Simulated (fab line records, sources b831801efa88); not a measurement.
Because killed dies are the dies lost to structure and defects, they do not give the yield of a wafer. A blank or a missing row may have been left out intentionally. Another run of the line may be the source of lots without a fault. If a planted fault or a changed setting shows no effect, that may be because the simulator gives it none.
Which tool did it? + flow gf180mcu + Sampling: 11 lots, 33 wafers, 3 of 602 route steps

== WHAT THE GAUGES READ, wafer by wafer ==
GF_PSD_RS_MEAS_14: the measuring method here is four-point-probe.
| lot  | measured     | on            | NSD_RS (ohm/sq)   |
|------|--------------|---------------|-------------------|
| L722 | day 14 04:34 | film_metro-03 | 46.07 46.19 46.05 |
| L723 | day 14 16:29 | film_metro-04 | 46.21 46.15 45.95 |
| L724 | day 14 19:59 | film_metro-01 | 46.22 46.27 46.16 |
| L726 | day 15 12:31 | film_metro-01 | 46.20 46.19 46.12 |
| L729 | day 16 10:31 | film_metro-03 | 46.11 46.22 46.11 |
| L730 | day 16 18:08 | film_metro-01 | 46.25 46.28 46.19 |
| L738 | day 19 23:36 | film_metro-01 | 43.29 43.22 43.04 |
| L739 | day 20 02:37 | film_metro-04 | 43.26 43.25 43.31 |
| L743 | day 22 07:03 | film_metro-01 | 46.17 46.19 46.21 |
| L744 | day 22 10:37 | film_metro-04 | 46.09 46.20 46.26 |
| L745 | day 22 23:13 | film_metro-03 | 46.14 46.06 45.95 |

== TOOL THAT RAN EACH LOT (tool first, then ch and the chambers of the sampled wafers, then the start) ==
| lot  | GF_NSD_IMPLANT_10               | GF_NSD_STRIP_11                      |
|------|---------------------------------|--------------------------------------|
| L722 | implanter-01 ch 0, day 13 07:44 | plasma_asher-04 ch 0,1, day 13 07:52 |
| L723 | implanter-04 ch 0, day 13 19:35 | plasma_asher-02 ch 0,1, day 13 19:43 |
| L724 | implanter-01 ch 0, day 13 22:38 | plasma_asher-04 ch 0,1, day 13 22:46 |
| L726 | implanter-03 ch 0, day 14 14:47 | plasma_asher-01 ch 0,1, day 14 14:55 |
| L729 | implanter-01 ch 0, day 15 12:08 | plasma_asher-01 ch 0,1, day 15 12:17 |
| L730 | implanter-03 ch 0, day 15 19:24 | plasma_asher-02 ch 0, day 15 19:31   |
| L738 | implanter-03 ch 0, day 18 22:14 | plasma_asher-02 ch 0,1, day 18 22:23 |
| L739 | implanter-03 ch 0, day 19 01:41 | plasma_asher-02 ch 0,1, day 19 01:50 |
| L743 | implanter-04 ch 0, day 21 07:07 | plasma_asher-02 ch 0,1, day 21 07:16 |
| L744 | implanter-04 ch 0, day 21 10:19 | plasma_asher-04 ch 0,1, day 21 10:28 |
| L745 | implanter-03 ch 0, day 21 23:31 | plasma_asher-02 ch 0,1, day 21 23:40 |
- GF_NSD_IMPLANT_10
- GF_NSD_STRIP_11: strips in O2/N2.

== THE ANSWER, worked out from the rows above alone ==
Rule: what is usual is taken from the lots themselves. Put in order of their means at a reading, lots are off if they are a third of the lots or fewer, leave a main group of 4 or more, and stand apart from it by a gap of 3 or more times the standard deviation of the main group's means; of several such gaps the widest counts. The tables above print the reading to a certain number of digits; a main group whose means all agree to those digits is not used. Also off: a lot with no number at a reading for which 4 or more lots have one. All remaining lots with rows at the step are treated as sound.
Off: at GF_PSD_RS_MEAS_14 (NSD_RS), L738, L739. Mean 46.16 ohm/sq and standard deviation 0.057 in the main group.
A tool fits if, at a process step before that reading, it ran every lot that is off, and no sound lot after the first of them. The gauges at GF_PSD_RS_MEAS_14 are tried like those tools. Not one of the candidates tried fits.

== WHAT THE SIMULATOR HAD INSERTED ==
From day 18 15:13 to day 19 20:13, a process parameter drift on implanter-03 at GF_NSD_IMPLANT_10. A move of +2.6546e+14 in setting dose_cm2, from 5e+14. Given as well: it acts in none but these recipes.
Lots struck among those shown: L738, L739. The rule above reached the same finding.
